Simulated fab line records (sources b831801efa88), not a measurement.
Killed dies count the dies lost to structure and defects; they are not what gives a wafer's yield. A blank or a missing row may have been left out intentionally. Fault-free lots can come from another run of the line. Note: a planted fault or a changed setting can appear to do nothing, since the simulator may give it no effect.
Which tool did it?    flow sky130    11 lots, 32 wafers sampled, at 7 steps of a route of 708

== WHAT THE GAUGES SHOWED, per wafer ==
SKY_CONTACT_BOW_MEAS_05. Usual: CONTACT_BOW gives 81 um (standard deviation 6.9).
lot   measured      on             CONTACT_BOW (um)  flag
L401  day 30 09:34  film metro-04  93 80 80          
L402  day 30 22:12  film metro-02  89 77 83          
L403  day 31 02:32  film metro-04  79 84 78          
L404  day 31 06:26  film metro-02  92 80 80          
L409  day 33 10:59  film metro-02  78 77 82          
L411  day 33 23:54  film metro-04  90 79             
L412  day 34 10:57  film metro-02  76 77 89          
L413  day 34 15:00  film metro-04  88 76 65          
L416  day 36 02:35  film metro-02  97 89 82          
L423  day 37 16:43  film metro-04  100 90 87         
L424  day 37 18:51  film metro-04  88 82 70          

SKY_CONTACT_RS_MEAS_25: measurement is done with a four-point probe. Usual: CONTACT_W_RS gives 0.337 ohm/sq (standard deviation 0.0032).
lot   measured      on             CONTACT_W_RS (ohm/sq)  flag
L401  day 31 14:06  film metro-02  0.334 0.337 0.336      
L402  day 32 01:40  film metro-02  0.340 0.340 0.336      
L403  day 32 07:24  film metro-01  0.340 0.340 0.337      
L404  day 32 10:25  film metro-01  0.338 0.341 0.338      
L409  day 34 14:10  film metro-04  0.339 0.230 0.337      OFF
L411  day 35 03:43  film metro-04  0.337 0.231            OFF
L412  day 35 14:38  film metro-04  0.232 0.339 0.233      OFF
L413  day 35 18:36  film metro-04  0.339 0.337 0.339      
L416  day 37 05:04  film metro-04  0.335 0.339 0.335      
L423  day 38 19:12  film metro-04  0.332 0.331 0.334      
L424  day 38 21:18  film metro-02  0.333 0.335 0.338      

SKY_CONTACT_THK_MEAS_26: measures by xrf. Usual: CONTACT_W_THK gives 343 nm (standard deviation 3.7).
lot   measured      on             CONTACT_W_THK (nm)  flag
L401  day 31 14:13  film metro-02  346 346 346         
L402  day 32 01:47  film metro-02  344 343 347         
L403  day 32 07:30  film metro-01  340 343 344         
L404  day 32 10:30  film metro-01  344 339 341         
L409  day 34 14:17  film metro-04  339 501 340         OFF
L411  day 35 03:50  film metro-04  342 498             OFF
L412  day 35 14:45  film metro-04  498 338 489         OFF
L413  day 35 18:43  film metro-04  340 340 341         
L416  day 37 05:10  film metro-04  344 340 343         
L423  day 38 19:19  film metro-04  347 348 347         
L424  day 38 21:25  film metro-02  350 349 347         

SKY_METAL1_THK_MEAS_06: measures by xrf. Usual: METAL1_ALCU_THK gives 245 nm (standard deviation 3).
lot   measured      on             METAL1_ALCU_THK (nm)  flag
L401  day 31 14:50  film metro-02  239 248 244           
L402  day 32 02:24  film metro-04  246 247 244           
L403  day 32 08:16  film metro-04  253 251 251           
L404  day 32 11:07  film metro-04  248 246 248           
L409  day 34 14:54  film metro-02  240 241 242           
L411  day 35 04:27  film metro-02  246 245               
L412  day 35 15:23  film metro-02  248 245 248           
L413  day 35 19:20  film metro-04  240 241 239           
L416  day 37 05:47  film metro-02  246 243 243           
L423  day 38 20:02  film metro-03  245 245 248           
L424  day 38 22:02  film metro-03  248 246 249           

== EACH LOT AND THE TOOL THAT RAN IT (in order: tool; ch and the chambers of the sampled wafers; start) ==
lot   SKY_CONTACT_CVD_24             SKY_CONTACT_CMP_27             SKY_METAL1_SPUTTER_03
L401  cvd w-01 ch 0,1, day 31 13:58  cmp-02 ch 0,1, day 31 14:16    pvd sputter-03, day 31 14:38
L402  cvd w-02 ch 0,1, day 32 01:33  cmp-02 ch 1,2,3, day 32 01:50  pvd sputter-04, day 32 02:13
L403  cvd w-02 ch 0,1, day 32 07:17  cmp-02 ch 0,2, day 32 07:38    pvd sputter-03, day 32 08:01
L404  cvd w-02 ch 0,1, day 32 10:17  cmp-01 ch 1,2,3, day 32 10:38  pvd sputter-04, day 32 10:54
L409  cvd w-01 ch 0,1, day 34 14:03  cmp-02 ch 0,2,3, day 34 14:23  pvd sputter-02, day 34 14:43
L411  cvd w-01 ch 0, day 35 03:36    cmp-01 ch 2,3, day 35 04:02    pvd sputter-02, day 35 04:16
L412  cvd w-01 ch 0,1, day 35 14:31  cmp-01 ch 0,1,2, day 35 14:51  pvd sputter-04, day 35 15:11
L413  cvd w-02 ch 0, day 35 18:29    cmp-02 ch 0,1,2, day 35 18:50  pvd sputter-02, day 35 19:09
L416  cvd w-02 ch 0,1, day 37 04:56  cmp-02 ch 1,2, day 37 05:12    pvd sputter-02, day 37 05:34
L423  cvd w-02 ch 0,1, day 38 19:05  cmp-01 ch 0,1,2, day 38 19:32  pvd sputter-04, day 38 19:51
L424  cvd w-02 ch 0,1, day 38 21:11  cmp-02 ch 0,2, day 38 21:32    pvd sputter-02, day 38 21:52
- SKY_CONTACT_CVD_24: deposits W, target thk 340 nm, time 102.12 s.
- SKY_CONTACT_CMP_27: polishes, stops on SiO2, t overpolish 15 s, target thk 0 nm.
- SKY_METAL1_SPUTTER_03: material Ti, target thk 5 nm, time 3.3 s.

== AS READ BY THE TOOLS THEMSELVES (means over the sampled wafers that have a number; for cases with no such wafer, the mark the record gives instead) ==
SKY_CONTACT_CVD_24. Usual: chamber pressure Torr 39.99 Torr, standard deviation 0.081; heater power w 967 W, standard deviation 86.
lot   tool      chamber pressure Torr (Torr)  heater power w (W)  flag
L401  cvd w-01  39.98                         1003                
L402  cvd w-02  39.99                         895                 
L403  cvd w-02  39.98                         880                 
L404  cvd w-02  40.01                         873                 
L409  cvd w-01  39.94                         1030                
L411  cvd w-01  39.98                         1102                
L412  cvd w-01  39.97                         995                 
L413  cvd w-02  39.89                         874                 
L416  cvd w-02  39.95                         902                 
L423  cvd w-02  40.00                         875                 
L424  cvd w-02  39.94                         884                 

SKY_CONTACT_CMP_27. Usual: motor current A 11.1 A, standard deviation 1.2; time to endpoint s 83 s, standard deviation 3.2.
lot   tool    motor current A (A)  time to endpoint s (s)  flag
L401  cmp-02  10.0                 82                      
L402  cmp-02  11.6                 82                      
L403  cmp-02  10.9                 83                      
L404  cmp-01  11.4                 85                      
L409  cmp-02  11.2                 93                      OFF
L411  cmp-01  10.8                 105                     OFF
L412  cmp-01  11.2                 112                     OFF
L413  cmp-02  11.0                 84                      
L416  cmp-02  11.3                 79                      
L423  cmp-01  11.0                 83                      
L424  cmp-02  11.8                 86                      

SKY_METAL1_SPUTTER_03. Usual: throttle valve pct at 29.9 %, with a standard deviation of 1.4.
lot   tool            throttle valve pct (%)  flag
L401  pvd sputter-03  31.4                    
L402  pvd sputter-04  29.8                    
L403  pvd sputter-03  32.1                    
L404  pvd sputter-04  31.0                    
L409  pvd sputter-02  29.2                    
L411  pvd sputter-02  29.0                    
L412  pvd sputter-04  30.0                    
L413  pvd sputter-02  28.4                    
L416  pvd sputter-02  29.0                    
L423  pvd sputter-04  29.7                    
L424  pvd sputter-02  28.7                    

== THE ANSWER, worked out from the rows above alone ==
Rule: lot off if the mean of its wafers having a number is beyond 3 standard deviations from the usual mean. Also off: a lot with no number at a reading for which 4 or more lots have one. Where the step has rows for the other lots, those lots are counted as sound. Order of review: gauges by route order, followed by the tools' own readings, for which a lot's mean as printed above is used. The first step at which some lot is off is used, and at that step the reading that is off furthest; a lot without a number counts as furthest.
Off: L409, L411, L412, at SKY_CONTACT_RS_MEAS_25 (CONTACT_W_RS).
A tool fits if, at a process step before that reading, it ran every lot that is off, and no sound lot after the first of them. Not tried: the gauges at SKY_CONTACT_RS_MEAS_25; whatever is off there is also off at SKY_CONTACT_CMP_27, on other tools, and gauge error can't account for it. One fits: cvd w-01 at SKY_CONTACT_CVD_24. Its last sound lot is L401 (day 31 13:58), its first lot that is off L409 (day 34 14:03): a fault that began between those two fits.

== WHAT THE SIMULATOR PUT IN ==
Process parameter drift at SKY_CONTACT_CVD_24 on cvd w-01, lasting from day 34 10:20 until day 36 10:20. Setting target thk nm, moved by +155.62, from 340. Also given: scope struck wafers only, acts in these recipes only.
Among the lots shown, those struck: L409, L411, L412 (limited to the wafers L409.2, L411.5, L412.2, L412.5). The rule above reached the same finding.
